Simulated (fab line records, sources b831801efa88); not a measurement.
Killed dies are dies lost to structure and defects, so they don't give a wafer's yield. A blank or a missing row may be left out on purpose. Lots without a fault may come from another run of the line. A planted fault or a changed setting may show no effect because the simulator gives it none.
One fault seen from 2 desks | flow sky130 | each desk has only its own numbers; what lay behind them comes last

THE METROLOGY DESK
What the gauges read, lot by lot, whatever tool the lot ran on: means of the sampled wafers that have a number. A lot is out of limits, marked OUT, if its mean lies more than 4 standard deviations from the usual mean; the brackets give that distance. Of its 9 readings 7 are shown: those that lie furthest out on some lot.
Columns: A = NWELL_00_OVL at SKY_NWELL_OVL_MEAS_10, usual -0.6 nm; B = NWELL_2_TW at SKY_NWELL_TW_MEAS_26, usual 496; C = NWELL_RS at SKY_NWELL_RS_MEAS_29, usual 625.6 ohm/sq; D = PWDE_RS at SKY_NWELL_RS_MEAS_31, usual 5281 ohm/sq; E = cd_nm at SKY_VT_ADJUST_HVTP_CD_MEAS_07, usual 378.6 nm; F = VT_ADJUST_HVTP_OVL at SKY_VT_ADJUST_HVTP_OVL_MEAS_08, usual 0.1 nm; G = VT_ADJUST_HVTP_TW at SKY_VT_ADJUST_HVTP_TW_MEAS_11, usual 1353
lot  | first seen here | A    | B   | C     | D    | E     | F    | G
L338 | day 4 20:49     | -0.8 | 496 | 623.6 | 5259 | 378.8 | -1.3 | 1363
L339 | day 5 05:13     | -1.1 | 494 | 626.2 | 5291 | 383.9 | -0.3 | 1349
L341 | day 5 22:04     | 0.4  | 493 | 624.7 | 5297 | 380.6 | 0.7  | 1351
L349 | day 7 08:40     | -0.1 | 501 | 626.5 | 5268 | 379.3 | 1.4  | 1347
L352 | day 7 23:25     | -2.6 | 496 | 626.8 | 5275 | 378.0 | 0.2  | 1350
L355 | day 8 19:55     | 0.6  | 499 | 625.6 | 5274 | 375.7 | 1.0  | 1345
This desk's finding: nothing out of limits on any of the 6 lots.

THE TOOL OWNER'S DESK: iline_stepper-01
The tool's own readings at SKY_NWELL_EXPOSE_20 (exposes mask NWM COMPLEMENT, target cd 840 nm): means of the sampled wafers that have a number, for each lot that ran on this tool. A lot is out of limits, marked OUT, if its mean lies more than 4 standard deviations from the usual mean; the brackets give that distance.
Columns: A = reticle_temp_C at SKY_NWELL_EXPOSE_20, usual 23.00 C; B = stage_vel_mm_s at SKY_NWELL_EXPOSE_20, usual 499.99 mm/s
lot  | first seen here | A     | B
L338 | day 5 06:10     | 22.85 | 499.75
L339 | day 5 14:40     | 23.01 | 500.03
L341 | day 6 07:19     | 23.04 | 500.21
L352 | day 8 08:10     | 22.91 | 500.05
L355 | day 9 07:05     | 22.96 | 500.29
This desk's finding: nothing out of limits on any of the 5 lots.

PUT TOGETHER
The metrology desk saw nothing out of limits.
The tool owner's desk saw nothing out of limits.

WHAT THE SIMULATOR HAD PUT IN
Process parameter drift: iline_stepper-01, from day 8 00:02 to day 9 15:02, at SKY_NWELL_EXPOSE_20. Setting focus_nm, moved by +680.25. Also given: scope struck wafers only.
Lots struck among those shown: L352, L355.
